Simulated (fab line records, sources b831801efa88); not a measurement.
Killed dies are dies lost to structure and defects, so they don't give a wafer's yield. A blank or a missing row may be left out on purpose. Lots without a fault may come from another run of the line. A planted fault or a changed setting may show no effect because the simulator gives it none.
A struck lot beside a sound one | flow sky130 | 18 steps out of a route of 708
Sound: wafers L753.3, L753.4, L753.6. Struck: wafers L746.2, L746.3, L746.5. The cause comes at the end.
At each step with rows: each side's tool, then ch and its chambers, then its first start. Under that, the readings that differ: sound wafers | struck wafers | difference of the means | sigmas: that difference in standard deviations of wafers without a fault.
alike: readings whose means differ by less than 2 such deviations, and words and numbers that are the same on both sides. not compared: withheld readings, readings that some wafer has no value for, bounds like >300 that may hide the same value, and numbers for which the record gives no deviation and whose values overlap.
The two part at a step that has a row with sigmas, a row that says differs or no value, or rows on one side only. Numbers that don't overlap but have no deviation are shown without sigmas and don't part them. A reading that every wafer of one side lacks parts them only if that side has two wafers or more.

first, 3 steps without rows for these wafers: SKY_SONOS_ONO_WET_ETCH_18 (etches Si3N4 in H3PO4, target depth 15 nm, time 172 s); SKY_GATE_OXIDE_CLEAN_00 (cleans in SC1/SC2, time 150 s); SKY_GATE_OXIDE_OXIDATION_01 (stabilise 600 s, purge 300 s, target thk 10.268 nm).
SKY_GATE_OXIDE_THK_MEAS_02:
  sound on film_metro-01, day 17 06:52; struck on film_metro-01, day 14 21:30
  alike: GATE_OXIDE_OXIDATION_00_THK
then, 7 steps without rows for these wafers: SKY_GATE_OXIDE_DEHYDRATE_03 (time 60 s); SKY_GATE_OXIDE_HMDS_04 (prime time 60 s); SKY_GATE_OXIDE_COAT_05 (resist thk 1140 nm); SKY_GATE_OXIDE_SOFTBAKE_06 (time 60 s); SKY_GATE_OXIDE_EXPOSE_07 (exposes mask LVOM, target cd 600 nm); SKY_GATE_OXIDE_PEB_08; SKY_GATE_OXIDE_DEVELOP_09 (develop time 60 s).
SKY_GATE_OXIDE_OVL_MEAS_10:
  sound on overlay-01, day 18 11:59; struck on overlay-01, day 16 00:41
  alike: GATE_OXIDE_OVL
SKY_GATE_OXIDE_IMPLANT_11:
  sound on implanter-04 ch 0, day 18 12:04; struck on implanter-01 ch 0, day 16 00:44
  reading                   | sound               | struck            | difference | sigmas
  beam_energy_keV           | 10.002 10.002 9.995 | 8.527 8.532 8.527 | -1.471     | -99 or more
  model.implant.rp_nm (nm)  | 33.17 33.17 33.17   | 29.29 29.29 29.29 | -3.88      |
  model.implant.drp_nm (nm) | 17.11 17.11 17.11   | 15.31 15.31 15.31 | -1.80      |
then, 1 step without rows for these wafers: SKY_GATE_OXIDE_WET_ETCH_12 (etches SiO2 in dHF, target depth 16.8 nm, time 336 s).
SKY_GATE_OXIDE_STRIP_13: strips in O2/N2.
  sound on plasma_asher-04 ch 0,1, day 18 12:18; struck on plasma_asher-01 ch 0,1, day 16 00:59
  alike: drypump_motor_current_A, oes_product_au, strip_time_to_endpoint_s
  not compared: rf_hours_counter_h
SKY_GATE_OXIDE_TW_MEAS_14:
  sound on film_metro-04, day 18 12:23; struck on film_metro-04, day 16 01:05
  reading       | sound             | struck            | difference | sigmas
  GATE_OXIDE_TW | 219.3 221.0 221.0 | 213.9 214.3 212.7 | -6.8       | -5
then, 1 step without rows for these wafers: SKY_GATE_OXIDE_CLEAN_15 (cleans in SC1/SC2, time 150 s).
-- the record jumps here: 31 days lie between the struck wafers' starts before and after (it left off in module GATE_OXIDE and takes up again in module PAD_OPEN, whose first step shown is number 708 of the route) --
SKY_PAD_OPEN_PROBE_99:
  sound on prober-02, day 49 01:50; struck on prober-02, day 47 10:23
  reading                                   | sound                   | struck                  | difference | sigmas
  killed_at_front_end                       | 26 24 20                | 15 17 10                | -9         | -2
  model.etest.pfet_01v8_lvt.off_log10_a_um  | -9.001 -8.867 -8.917    | -9.496 -9.548 -9.522    | -0.594     |
  model.etest.pfet_01v8_lvt.vt_sat_v (V)    | -0.449 -0.4403 -0.4419  | -0.4798 -0.4717 -0.474  | -0.0314    |
  model.etest.pfet_01v8_lvt.vt_v (V)        | -0.5397 -0.5323 -0.5365 | -0.5631 -0.5548 -0.5571 | -0.0222    |
  model.etest.pfet_01v8_lvt.vt_long_v (V)   | -0.6571 -0.6518 -0.6547 | -0.6781 -0.6721 -0.6736 | -0.0201    |
  model.etest.pfet_01v8_lvt.body_rise_v (V) | -0.1992 -0.1999 -0.2005 | -0.1946 -0.1975 -0.1969 | +0.0035    |
  alike: killed_at_M0_to_M3, killed_at_M4_up, killed_at_contacts, killed_at_other, killed_dies, killed_open, killed_short
  not compared: model.etest.nfet_01v8_lvt.vt_long_v, model.etest.pfet_01v8.body_rise_v

WHERE THEY PART
First at SKY_GATE_OXIDE_IMPLANT_11; last, within this record, at SKY_PAD_OPEN_PROBE_99.

WHY: what the simulator had put in
Process parameter drift: implanter-01, from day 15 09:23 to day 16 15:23, at SKY_GATE_OXIDE_IMPLANT_11. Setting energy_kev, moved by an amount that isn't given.
